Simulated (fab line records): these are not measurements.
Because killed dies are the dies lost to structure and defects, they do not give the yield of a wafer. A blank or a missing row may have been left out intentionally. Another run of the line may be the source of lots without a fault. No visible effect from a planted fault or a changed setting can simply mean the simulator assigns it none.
fab line records | flow sky130
record lots=12 wafers=36 lastDay=50
route steps=708 shown SONOS_ONO@171 GATE_OXIDE@200 LDD_N@241 PAD_OPEN@708
lots that met no fault: from a run of the same line without faults
startH: hours from the record's first day to the start of the lot's first wafer shown | waitH: how many hours have passed since the lot's step before this one | " as in the row above | L1.1+2: one row covering several wafers at once | - no value, or no start was given | * or withheld: withheld | < > ~ a bound
route shown NAME@n: names a module that has steps shown in the file, with the first one's number in the route | usual: mean/standard deviation taken from wafers without a fault | same: alike in all rows | chamber/n: place in a boat | sites: each site's reading | _std_site: standard deviation across them | _edge_site: mean of outer sites minus mean of inner sites | radiusMm: for every site, how far away it sits from the centre of the wafer | mask NAME#n: copy n | behind: the tool/chamber that last shaped the wafer | hold: what put the lot on hold/how long, in hours/how the hold closed | device: transistor that didn't switch, given as n, p or np | end of line: tests run on the same wafers once the route is complete | a step without rows: its recipe alone | killed: not the wafer's yield, but the dies lost to structure and defects at the first sort | map: dies across one wafer; x = killed, . = not, _ = none there
set.NAME: setting as actually run; set.NAME@STEP: the setting as run at that earlier step | model.NAME: the simulator's own value behind a step, which no gauge read
one table for each step of the route and one row for each wafer, over a sample of lots
services: when a tool's chamber went out of use (startH, in hours from the record's first day, below 0 if earlier), for how many hours, and the reason
## steps
# step SKY_SONOS_ONO_THK_MEAS_03
# recipe reads=Si3N4_of_SONOS_ONO_CVD_02
# usual SONOS_ONO_CVD_02_THK=10.51/0.15
# columns lot.wafer tool chamber startH waitH SONOS_ONO_CVD_02_THK[nm]
L814.1 filmMetro-03 - 256.72 0.0 10.08
L814.5 " - " " 10.16
L814.6 " - " " 10.22
L815.1 filmMetro-03 - 262.79 0.0 10.46
L815.5 " - " " 10.40
L815.6 " - " " 10.36
L816.3 filmMetro-01 - 271.51 0.0 10.50
L816.4 " - " " 10.23
L816.5 " - " " 10.48
L818.1 filmMetro-04 - 279.89 0.0 10.52
L818.2 " - " " 10.32
L818.3 " - " " 10.34
L821.1 filmMetro-03 - 311.70 0.0 10.46
L821.3 " - " " 10.59
L821.6 " - " " 10.45
L826.1 filmMetro-01 - 362.73 0.0 10.53
L826.3 " - " " 10.61
L826.5 " - " " 10.48
L831.2 filmMetro-04 - 377.82 0.0 10.55
L831.4 " - " " 10.57
L831.5 " - " " 10.61
L832.2 filmMetro-01 - 377.82 0.0 10.57
L832.4 " - " " 10.61
L832.5 " - " " 10.62
L834.1 filmMetro-01 - 391.91 0.0 10.68
L834.2 " - " " 10.67
L834.6 " - " " 10.52
L835.1 filmMetro-03 - 404.96 0.0 10.67
L835.2 " - " " 10.72
L835.3 " - " " 10.61
L836.1 filmMetro-03 - 409.65 0.0 10.48
L836.2 " - " " 10.40
L836.5 " - " " 10.50
L837.1 filmMetro-03 - 421.69 0.0 10.73
L837.5 " - " " 10.81
L837.6 " - " " 10.86
# step SKY_SONOS_ONO_STRIP_17
# recipe chemistry=O2/N2 powerW=1400 pressureMtorr=1500 platenTempC=withheld o2FlowSccm=3000 n2FlowSccm=300 overashFraction=0.5
# usual drypumpMotorCurrentA=6.0/0.3 n2FlowSccm=299.8/0.9 oesProductAu=0.710/0.0043 stripTimeToEndpointS=14.10/0.041
# columns lot.wafer tool chamber startH waitH drypumpMotorCurrentA n2FlowSccm oesProductAu rfHoursCounterH stripTimeToEndpointS
L814.1 plasmaAsher-01 0 281.09 0.0 6.4 299.2 0.718 60 14.10
L814.5 " 0 " " 6.4 298.6 0.710 - 14.06
L814.6 " 1 " " 5.9 298.0 0.706 - 14.10
L815.1 plasmaAsher-01 1 287.23 0.0 5.9 300.4 0.713 60 14.07
L815.5 " 0 " " 6.4 300.4 0.707 - 14.07
L815.6 " 1 " " 5.9 300.9 0.715 - 14.12
L816.3 plasmaAsher-03 0 293.17 0.0 6.4 300.1 0.711 - 14.11
L816.4 " 1 " " 6.0 300.4 0.717 - 14.19
L816.5 " 1 " " 6.0 300.2 0.705 - 14.13
L818.1 plasmaAsher-01 0 300.07 0.0 6.4 299.7 0.714 62 14.02
L818.2 " 1 " " 5.9 299.9 0.712 62 14.03
L818.3 " 1 " " 5.9 300.5 0.721 - 14.09
L821.1 plasmaAsher-01 0 338.43 0.0 6.4 300.3 0.702 66 14.12
L821.3 " 1 " " 5.9 300.4 0.713 - 14.09
L821.6 " 0 " " 6.4 299.6 0.709 - 14.18
L826.1 plasmaAsher-01 1 392.20 0.0 5.9 298.9 0.708 72 14.11
L826.3 " 1 " " 6.0 300.6 0.707 - 14.03
L826.5 " 0 " " 6.4 301.5 0.714 - 14.08
L831.2 plasmaAsher-02 0 407.33 0.0 5.8 298.8 0.713 27 14.09
L831.4 " 0 " " 5.8 300.0 0.710 - 14.11
L831.5 " 1 " " 5.6 301.4 0.707 - 14.09
L832.2 plasmaAsher-03 1 408.83 0.0 6.0 299.9 0.712 71 14.07
L832.4 " 1 " " 6.0 298.9 0.704 - 14.09
L832.5 " 0 " " 6.4 300.1 0.712 - 14.05
L834.1 plasmaAsher-02 1 423.27 0.0 5.6 298.3 0.716 29 14.06
L834.2 " 0 " " 5.8 300.8 0.704 29 14.06
L834.6 " 0 " " 5.8 301.2 0.717 - 14.04
L835.1 plasmaAsher-02 0 437.29 0.0 5.8 299.7 0.706 31 14.04
L835.2 " 1 " " 5.6 301.2 0.715 31 14.06
L835.3 " 1 " " 5.6 300.7 0.722 - 14.09
L836.1 plasmaAsher-01 0 441.97 0.0 6.4 301.3 0.708 77 14.13
L836.2 " 1 " " 5.9 299.4 0.706 77 14.10
L836.5 " 0 " " 6.4 301.0 0.713 - 14.13
L837.1 plasmaAsher-01 0 453.60 0.0 6.4 301.8 0.711 78 14.06
L837.5 " 1 " " 5.9 301.4 0.707 - 14.02
L837.6 " 0 " " 6.4 300.5 0.708 - 14.05
# step SKY_GATE_OXIDE_STRIP_13
# recipe chemistry=O2/N2 powerW=1400 pressureMtorr=1500 platenTempC=withheld o2FlowSccm=3000 n2FlowSccm=300 overashFraction=0.5
# usual drypumpMotorCurrentA=5.9/0.36 n2FlowSccm=300.1/0.86 oesProductAu=0.715/0.0044 stripTimeToEndpointS=14.19/0.045
# columns lot.wafer tool chamber startH waitH drypumpMotorCurrentA n2FlowSccm oesProductAu rfHoursCounterH stripTimeToEndpointS
L814.1 plasmaAsher-01 0 300.86 0.0 6.4 300.1 0.711 62 14.26
L814.5 " 1 " " 5.9 300.8 0.717 - 14.24
L814.6 " 0 " " 6.4 301.0 0.717 - 14.23
L815.1 plasmaAsher-01 0 306.55 0.0 6.4 301.0 0.717 62 14.23
L815.5 " 0 " " 6.4 299.6 0.712 - 14.27
L815.6 " 1 " " 5.9 299.4 0.719 - 14.22
L816.3 plasmaAsher-04 1 313.64 0.0 5.9 299.0 0.727 - 14.21
L816.4 " 0 " " 5.2 299.6 0.712 - 14.20
L816.5 " 1 " " 5.8 298.4 0.712 - 14.26
L818.1 plasmaAsher-04 1 324.12 0.0 5.9 298.7 0.715 48 14.18
L818.2 " 0 " " 5.3 299.8 0.708 48 14.16
L818.3 " 0 " " 5.2 299.6 0.715 - 14.22
L821.1 plasmaAsher-01 0 367.30 0.0 6.4 300.6 0.718 70 14.13
L821.3 " 0 " " 6.4 301.3 0.713 - 14.14
L821.6 " 1 " " 5.9 300.7 0.715 - 14.09
L826.1 plasmaAsher-02 1 424.25 0.0 5.6 299.4 0.718 29 14.16
L826.3 " 1 " " 5.6 300.6 0.713 - 14.19
L826.5 " 1 " " 5.5 299.8 0.719 - 14.19
L831.2 plasmaAsher-04 1 440.56 0.0 5.8 299.9 0.713 60 14.20
L831.4 " 0 " " 5.3 298.1 0.712 - 14.24
L831.5 " 0 " " 5.3 301.4 0.710 - 14.23
L832.2 plasmaAsher-01 1 441.07 0.0 5.9 300.7 0.712 77 14.15
L832.4 " 0 " " 6.4 299.5 0.715 - 14.14
L832.5 " 0 " " 6.4 300.0 0.716 - 14.12
L834.1 plasmaAsher-01 1 455.55 0.0 5.9 300.3 0.710 78 14.18
L834.2 " 0 " " 6.4 299.8 0.715 78 14.22
L834.6 " 1 " " 5.9 299.3 0.716 - 14.24
L835.1 plasmaAsher-02 1 472.80 0.0 5.6 298.9 0.710 34 14.11
L835.2 " 0 " " 5.8 299.6 0.715 34 14.13
L835.3 " 0 " " 5.8 299.4 0.707 - 14.14
L836.1 plasmaAsher-04 1 480.71 0.0 5.8 299.1 0.725 64 14.13
L836.2 " 0 " " 5.3 300.7 0.720 64 14.15
L836.5 " 1 " " 5.9 300.0 0.708 - 14.13
L837.1 plasmaAsher-01 1 490.67 0.0 5.9 301.5 0.721 81 14.13
L837.5 " 1 " " 5.9 303.1 0.706 - 14.16
L837.6 " 0 " " 6.4 300.7 0.721 - 14.09
# step SKY_LDD_N_EXPOSE_04
# recipe maskId=NTM targetCdNm=840 na=0.6 sourceShape=conventional sigmaOuter=0.6 doseMj=110
# usual focusOffsetNm=0.0/0.53
# columns lot.wafer tool chamber startH waitH mask focusOffsetNm
L814.1 ilineStepper-02 0 375.70 - NTM#0 -0.2
L814.5 " 0 " " NTM#0 -0.1
L814.6 " 0 " " NTM#0 0.2
L815.1 ilineStepper-01 0 378.93 - NTM#0 0.6
L815.5 " 0 " " NTM#0 0.1
L815.6 " 0 " " NTM#0 0.4
L816.3 ilineStepper-02 0 392.58 - NTM#0 0.0
L816.4 " 0 " " NTM#0 1.4
L816.5 " 0 " " NTM#0 1.6
L818.1 ilineStepper-02 0 402.70 - NTM#0 -0.3
L818.2 " 0 " " NTM#0 -0.4
L818.3 " 0 " " NTM#0 -0.3
L821.1 ilineStepper-01 0 450.48 - NTM#0 -0.3
L821.3 " 0 " " NTM#0 -0.2
L821.6 " 0 " " NTM#0 0.0
L826.1 ilineStepper-02 0 506.73 - NTM_R1#0 0.4
L826.3 " 0 " " NTM_R1#0 0.5
L826.5 " 0 " " NTM_R1#0 0.4
L832.2 ilineStepper-02 0 527.61 - NTM#0 0.2
L832.4 " 0 " " NTM#0 -0.2
L832.5 " 0 " " NTM#0 -0.3
L831.2 ilineStepper-01 0 529.08 - NTM#0 0.1
L831.4 " 0 " " NTM#0 -0.1
L831.5 " 0 " " NTM#0 0.4
L834.1 ilineStepper-02 0 543.29 - NTM#0 -1.0
L834.2 " 0 " " NTM#0 0.4
L834.6 " 0 " " NTM#0 -0.6
L835.1 ilineStepper-01 0 556.64 - NTM#0 -0.3
L835.2 " 0 " " NTM#0 -0.4
L835.3 " 0 " " NTM#0 -0.7
L836.1 ilineStepper-02 0 563.48 - NTM#0 -0.4
L836.2 " 0 " " NTM#0 0.1
L836.5 " 0 " " NTM#0 0.1
L837.1 ilineStepper-02 0 574.11 - NTM#0 1.2
L837.5 " 0 " " NTM#0 0.6
L837.6 " 0 " " NTM#0 0.2
# step SKY_PAD_OPEN_PROBE_99
# usual killed_at_M0_to_M3=44/7.1 killed_at_M4_up=3.3/1.8 killedAtContacts=24/5.1 killedAtFrontEnd=16/4.7 killedAtOther=0.3/0.52 killedDies=87/9.7 killedOpen=47/6.8 killedShort=39/6.7
# same grossDies=492 killedAtBackSide=0
# columns lot.wafer tool chamber startH waitH killed_at_M0_to_M3 killed_at_M4_up killedAtContacts killedAtFrontEnd killedAtOther killedDies killedOpen killedShort
L815.1 prober-01 - 1071.23 0.1 46 3 30 22 0 101 64 37
L815.5 prober-01 - 1071.43 0.2 60 4 36 8 0 108 58 50
L815.6 prober-01 - 1071.48 0.2 45 0 22 13 0 80 42 38
L814.1 prober-02 - 1073.39 0.1 44 6 24 16 1 91 49 42
L814.5 prober-02 - 1073.59 0.2 41 3 19 15 0 78 37 41
L814.6 prober-02 - 1073.64 0.2 43 2 18 10 0 73 48 25
L816.3 prober-01 - 1081.85 0.2 40 2 28 13 0 83 44 39
L816.4 prober-01 - 1081.90 0.2 41 4 17 11 1 74 28 46
L816.5 prober-01 - 1081.95 0.2 49 3 22 15 1 90 47 43
L818.1 prober-01 - 1089.24 0.1 45 5 15 12 0 77 42 35
L818.2 prober-01 - 1089.29 0.1 47 3 33 7 0 90 46 43
L818.3 prober-01 - 1089.34 0.2 42 0 23 18 0 83 47 36
L821.1 prober-02 - 1122.28 0.1 49 3 24 23 0 99 57 42
L821.3 prober-02 - 1122.38 0.2 53 6 15 16 0 90 46 44
L821.6 prober-02 - 1122.53 0.2 47 2 22 18 0 89 49 40
L826.1 prober-02 - 1155.45 0.1 37 3 18 14 0 72 37 34
L826.3 prober-02 - 1155.55 0.2 40 6 26 23 1 96 45 50
L826.5 prober-02 - 1155.65 0.2 39 5 22 25 0 91 39 52
L832.2 prober-01 - 1168.08 0.1 38 2 25 7 0 72 38 34
L832.4 prober-01 - 1168.18 0.2 49 1 19 15 1 85 41 44
L832.5 prober-01 - 1168.23 0.2 41 2 16 15 0 74 43 31
L831.2 prober-01 - 1171.52 0.1 30 2 21 20 0 73 43 30
L831.4 prober-01 - 1171.62 0.2 52 4 20 4 0 80 43 37
L831.5 prober-01 - 1171.67 0.2 65 4 16 12 0 97 46 51
L834.1 prober-01 - 1175.84 0.1 39 0 21 20 0 80 39 41
L834.2 prober-01 - 1175.89 0.1 45 3 21 18 0 87 43 44
L834.6 prober-01 - 1176.09 0.2 45 0 15 19 0 79 41 38
L835.1 prober-02 - 1181.06 0.1 37 3 24 23 1 88 51 36
L835.2 prober-02 - 1181.11 0.1 49 5 18 22 0 94 56 37
L835.3 prober-02 - 1181.16 0.2 46 3 32 11 0 92 46 46
L836.1 prober-01 - 1188.15 0.1 42 2 27 16 0 87 52 34
L836.2 prober-01 - 1188.20 0.1 35 2 21 14 1 73 43 30
L836.5 prober-01 - 1188.35 0.2 41 4 32 9 0 86 52 34
L837.1 prober-02 - 1192.17 0.1 54 2 22 24 2 104 54 49
L837.5 prober-02 - 1192.37 0.2 31 3 25 16 1 76 38 37
L837.6 prober-02 - 1192.42 0.2 44 5 25 16 0 90 45 45
# killed by level:class
L815.1 VIA2:geometricParticle:open=13 CONTACT:geometricParticle:open=12 LI_CONTACT:geometricParticle:open=9 VIA1:geometricParticle:open=8 VIA1:geometricParticle:short=7 POLY_GATE:geometricParticle:open=6 METAL1:geometricParticle:short=6 VIA3:geometricParticle:open=5
L815.5 VIA1:geometricParticle:open=16 CONTACT:geometricParticle:open=15 METAL1:geometricParticle:short=11 VIA2:geometricParticle:open=9 LI_CONTACT:geometricParticle:open=8 LI_CONTACT:geometricParticle:short=6 VIA1:geometricParticle:short=6 LOCAL_INTERCONNECT:geometricParticle:short=5
L815.6 VIA1:geometricParticle:open=14 CONTACT:geometricParticle:open=8 LI_CONTACT:geometricParticle:open=6 CONTACT:geometricParticle:short=6 VIA1:geometricParticle:short=6 VIA2:geometricParticle:short=6 METAL3:geometricParticle:short=6 FIELD_ISO:geometricParticle:open=4
L814.1 VIA1:geometricParticle:open=11 LI_CONTACT:geometricParticle:open=10 METAL1:geometricParticle:short=7 CONTACT:geometricParticle:open=6 VIA2:geometricParticle:open=5 POLY_GATE:geometricParticle:short=5 METAL3:geometricParticle:short=5 FIELD_ISO:geometricParticle:short=4
L814.5 VIA1:geometricParticle:open=11 CONTACT:geometricParticle:short=8 VIA3:geometricParticle:open=5 CONTACT:geometricParticle:open=5 FIELD_ISO:geometricParticle:short=4 POLY_GATE:geometricParticle:open=4 METAL1:geometricParticle:short=4 LOCAL_INTERCONNECT:geometricParticle:short=4
L814.6 VIA1:geometricParticle:open=14 VIA3:geometricParticle:open=9 CONTACT:geometricParticle:open=7 VIA1:geometricParticle:short=7 VIA2:geometricParticle:open=5 CONTACT:geometricParticle:short=4 METAL3:geometricParticle:short=3 LI_CONTACT:geometricParticle:open=3
L816.3 VIA1:geometricParticle:open=12 CONTACT:geometricParticle:open=9 VIA3:geometricParticle:open=9 LOCAL_INTERCONNECT:geometricParticle:short=6 LI_CONTACT:geometricParticle:open=5 VIA1:geometricParticle:short=5 CONTACT:geometricParticle:short=5 POLY_GATE:geometricParticle:short=4
L816.4 METAL2:geometricParticle:short=9 VIA1:geometricParticle:open=6 FIELD_ISO:geometricParticle:short=5 CONTACT:geometricParticle:open=5 CONTACT:geometricParticle:short=5 METAL1:geometricParticle:short=5 VIA2:geometricParticle:open=5 VIA2:geometricParticle:short=5
L816.5 CONTACT:geometricParticle:open=12 VIA1:geometricParticle:open=9 VIA2:geometricParticle:open=8 METAL2:geometricParticle:short=6 VIA3:geometricParticle:open=6 VIA3:geometricParticle:short=6 LI_CONTACT:geometricParticle:short=5 POLY_GATE:geometricParticle:short=4
L818.1 VIA1:geometricParticle:open=13 METAL2:geometricParticle:short=9 VIA3:geometricParticle:open=6 CONTACT:geometricParticle:open=5 VIA3:geometricParticle:short=5 FIELD_ISO:geometricParticle:short=4 FIELD_ISO:geometricParticle:open=4 LOCAL_INTERCONNECT:geometricParticle:short=4
L818.2 CONTACT:geometricParticle:open=12 VIA1:geometricParticle:open=10 METAL1:geometricParticle:short=9 VIA3:geometricParticle:open=7 LI_CONTACT:geometricParticle:open=5 LOCAL_INTERCONNECT:geometricParticle:short=5 CONTACT:geometricParticle:short=5 VIA2:geometricParticle:open=5
L818.3 VIA1:geometricParticle:open=10 FIELD_ISO:geometricParticle:open=7 VIA2:geometricParticle:open=7 LI_CONTACT:geometricParticle:open=6 VIA3:geometricParticle:open=6 CONTACT:geometricParticle:short=6 CONTACT:geometricParticle:open=6 LOCAL_INTERCONNECT:geometricParticle:short=5
L821.1 VIA2:geometricParticle:open=12 CONTACT:geometricParticle:open=11 VIA1:geometricParticle:open=10 METAL2:geometricParticle:short=10 FIELD_ISO:geometricParticle:short=9 FIELD_ISO:geometricParticle:open=7 LI_CONTACT:geometricParticle:open=6 VIA3:geometricParticle:open=4
L821.3 VIA3:geometricParticle:open=13 VIA1:geometricParticle:open=11 CONTACT:geometricParticle:open=7 METAL1:geometricParticle:short=7 FIELD_ISO:geometricParticle:short=6 VIA1:geometricParticle:short=5 METAL4:geometricParticle:short=5 LI_CONTACT:geometricParticle:open=4
L821.6 CONTACT:geometricParticle:open=10 VIA1:geometricParticle:open=10 METAL1:geometricParticle:short=8 VIA1:geometricParticle:short=7 METAL2:geometricParticle:short=6 CONTACT:geometricParticle:short=5 VIA2:geometricParticle:open=5 FIELD_ISO:geometricParticle:open=4
L826.1 VIA1:geometricParticle:open=7 CONTACT:geometricParticle:open=6 VIA2:geometricParticle:open=5 VIA3:geometricParticle:open=5 FIELD_ISO:geometricParticle:short=4 LI_CONTACT:geometricParticle:open=4 METAL2:geometricParticle:short=4 POLY_GATE:geometricParticle:short=3
L826.3 CONTACT:geometricParticle:open=10 VIA1:geometricParticle:open=10 CONTACT:geometricParticle:short=7 FIELD_ISO:geometricParticle:short=6 METAL4:geometricParticle:short=6 VIA2:geometricParticle:short=5 LOCAL_INTERCONNECT:geometricParticle:short=5 VIA1:geometricParticle:short=5
L826.5 FIELD_ISO:geometricParticle:short=9 METAL1:geometricParticle:short=9 CONTACT:geometricParticle:open=9 VIA1:geometricParticle:open=7 FIELD_ISO:geometricParticle:open=6 METAL2:geometricParticle:short=5 VIA3:geometricParticle:open=5 METAL4:geometricParticle:short=4
L832.2 VIA1:geometricParticle:open=14 METAL1:geometricParticle:short=10 LI_CONTACT:geometricParticle:open=8 CONTACT:geometricParticle:short=6 CONTACT:geometricParticle:open=6 LOCAL_INTERCONNECT:geometricParticle:short=3 VIA1:geometricParticle:short=3 VIA3:geometricParticle:open=3
L832.4 METAL1:geometricParticle:short=13 VIA1:geometricParticle:open=13 CONTACT:geometricParticle:open=11 VIA2:geometricParticle:open=5 METAL2:geometricParticle:short=5 FIELD_ISO:geometricParticle:short=4 CONTACT:geometricParticle:short=4 METAL3:geometricParticle:short=4
L832.5 VIA3:geometricParticle:open=11 VIA1:geometricParticle:open=8 CONTACT:geometricParticle:open=7 CONTACT:geometricParticle:short=6 METAL1:geometricParticle:short=5 METAL3:geometricParticle:short=3 SPACER:geometricParticle:short=3 METAL2:geometricParticle:short=3
L831.2 VIA1:geometricParticle:open=10 LI_CONTACT:geometricParticle:open=7 CONTACT:geometricParticle:short=7 FIELD_ISO:geometricParticle:open=6 POLY_GATE:geometricParticle:open=6 CONTACT:geometricParticle:open=6 METAL2:geometricParticle:short=4 VIA2:geometricParticle:short=4
L831.4 VIA1:geometricParticle:open=14 CONTACT:geometricParticle:short=7 VIA2:geometricParticle:open=7 VIA3:geometricParticle:open=7 METAL1:geometricParticle:short=6 METAL3:geometricParticle:short=6 LI_CONTACT:geometricParticle:open=4 LI_CONTACT:geometricParticle:short=4
L831.5 VIA1:geometricParticle:open=15 VIA1:geometricParticle:short=10 METAL2:geometricParticle:short=8 CONTACT:geometricParticle:open=6 FIELD_ISO:geometricParticle:short=6 LI_CONTACT:geometricParticle:open=6 VIA2:geometricParticle:short=6 VIA3:geometricParticle:short=6
L834.1 VIA3:geometricParticle:open=8 POLY_GATE:geometricParticle:short=6 CONTACT:geometricParticle:short=6 FIELD_ISO:geometricParticle:open=5 VIA1:geometricParticle:open=5 CONTACT:geometricParticle:open=5 VIA3:geometricParticle:short=5 POLY_GATE:geometricParticle:open=4
L834.2 CONTACT:geometricParticle:open=10 FIELD_ISO:geometricParticle:short=9 METAL1:geometricParticle:short=7 VIA1:geometricParticle:open=7 VIA3:geometricParticle:open=6 LI_CONTACT:geometricParticle:open=5 VIA2:geometricParticle:short=5 FIELD_ISO:geometricParticle:open=4
L834.6 VIA1:geometricParticle:open=10 VIA3:geometricParticle:open=8 METAL2:geometricParticle:short=7 POLY_GATE:geometricParticle:short=6 VIA2:geometricParticle:open=6 CONTACT:geometricParticle:short=5 VIA2:geometricParticle:short=5 FIELD_ISO:geometricParticle:open=4
L835.1 CONTACT:geometricParticle:open=12 VIA1:geometricParticle:open=10 VIA3:geometricParticle:open=7 FIELD_ISO:geometricParticle:open=5 POLY_GATE:geometricParticle:open=5 FIELD_ISO:geometricParticle:short=4 LI_CONTACT:geometricParticle:open=4 CONTACT:geometricParticle:short=4
L835.2 VIA1:geometricParticle:open=21 CONTACT:geometricParticle:open=9 FIELD_ISO:geometricParticle:open=8 FIELD_ISO:geometricParticle:short=5 METAL2:geometricParticle:short=5 CONTACT:geometricParticle:short=5 VIA3:geometricParticle:open=5 METAL4:geometricParticle:short=5
L835.3 CONTACT:geometricParticle:open=10 VIA2:geometricParticle:open=9 METAL2:geometricParticle:short=8 VIA3:geometricParticle:open=7 LOCAL_INTERCONNECT:geometricParticle:short=6 VIA1:geometricParticle:open=6 LI_CONTACT:geometricParticle:short=5 VIA1:geometricParticle:short=5
L836.1 VIA1:geometricParticle:open=12 LI_CONTACT:geometricParticle:open=9 CONTACT:geometricParticle:open=9 VIA2:geometricParticle:open=8 FIELD_ISO:geometricParticle:open=5 METAL2:geometricParticle:short=5 LOCAL_INTERCONNECT:geometricParticle:short=4 VIA2:geometricParticle:short=4
L836.2 VIA1:geometricParticle:open=9 CONTACT:geometricParticle:open=9 POLY_GATE:geometricParticle:open=6 VIA3:geometricParticle:open=6 VIA1:geometricParticle:short=6 LI_CONTACT:geometricParticle:open=5 CONTACT:geometricParticle:short=4 METAL3:geometricParticle:short=4
L836.5 CONTACT:geometricParticle:open=13 LI_CONTACT:geometricParticle:open=9 VIA2:geometricParticle:open=8 VIA1:geometricParticle:open=8 METAL2:geometricParticle:short=6 LOCAL_INTERCONNECT:geometricParticle:short=5 VIA1:geometricParticle:short=5 FIELD_ISO:geometricParticle:short=4
L837.1 VIA1:geometricParticle:open=16 CONTACT:geometricParticle:open=9 FIELD_ISO:geometricParticle:short=8 VIA3:geometricParticle:open=7 VIA1:geometricParticle:short=7 VIA2:geometricParticle:open=6 CONTACT:geometricParticle:short=5 METAL2:geometricParticle:short=5
L837.5 CONTACT:geometricParticle:open=9 METAL2:geometricParticle:short=8 FIELD_ISO:geometricParticle:open=7 CONTACT:geometricParticle:short=7 LI_CONTACT:geometricParticle:open=4 VIA1:geometricParticle:short=4 VIA1:geometricParticle:open=4 LOCAL_INTERCONNECT:geometricParticle:open=3
L837.6 VIA1:geometricParticle:short=7 LOCAL_INTERCONNECT:geometricParticle:short=7 CONTACT:geometricParticle:open=7 METAL1:geometricParticle:short=7 VIA2:geometricParticle:open=6 POLY_GATE:geometricParticle:open=6 METAL2:geometricParticle:short=5 VIA3:geometricParticle:open=5
## services
# columns tool chamber startH hours kind
ilineStepper-01 - 304.25 1.7 pm
plasmaAsher-02 - 342.33 14.6 pm
plasmaAsher-03 - 348.15 7.2 repair
ilineStepper-02 - 363.22 1.7 pm
ilineStepper-01 0 367.63 - calibration
ilineStepper-02 - 387.04 4.9 repair
plasmaAsher-03 - 403.94 1.8 repair
plasmaAsher-03 - 421.25 9.0 pm
plasmaAsher-03 0 421.25 9.0 ventCycle
plasmaAsher-03 1 421.25 9.0 ventCycle
plasmaAsher-03 0 430.25 - clean
ilineStepper-01 - 438.61 2.1 pm
ilineStepper-01 - 440.69 - consumableReplace:lamp
ilineStepper-02 0 471.56 - calibration
ilineStepper-02 - 481.19 4.4 pm
plasmaAsher-01 - 481.92 4.3 repair
plasmaAsher-03 - 483.82 0.5 repair
plasmaAsher-01 - 498.80 8.8 repair
ilineStepper-01 - 522.50 1.7 pm
plasmaAsher-01 - 530.86 14.6 pm
plasmaAsher-03 - 535.53 1.2 repair
plasmaAsher-04 - 550.75 0.4 repair
plasmaAsher-03 - 552.25 15.6 pm
plasmaAsher-04 - 564.62 14.6 pm
## key
firstSign step=SKY_LDD_N_EXPOSE_04 reading=mask direction=changed
effect none on later readings
metAt SKY_LDD_N_EXPOSE_04
struckLots L826
testerLeftOut L826
notActingAt SKY_SONOS_ONO_THK_MEAS_03,SKY_SONOS_ONO_STRIP_17,SKY_GATE_OXIDE_STRIP_13
onsetBetween 402.70 506.73
fault kind=wrongMask tool=any chamber=- onsetH=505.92 steps=SKY_LDD_N_EXPOSE_04 auxCopy=NTM_R1#0 cdOffsetNm=-168 scope=struckLotsOnly
# testerLeftOut: of these lots the tester's yield and bins aren't shown, on N5 and GAA mostly nor the transistor test; their killed dies are dies lost to structure and defects alone, not to doping, threshold or leakage, so they don't give the yield
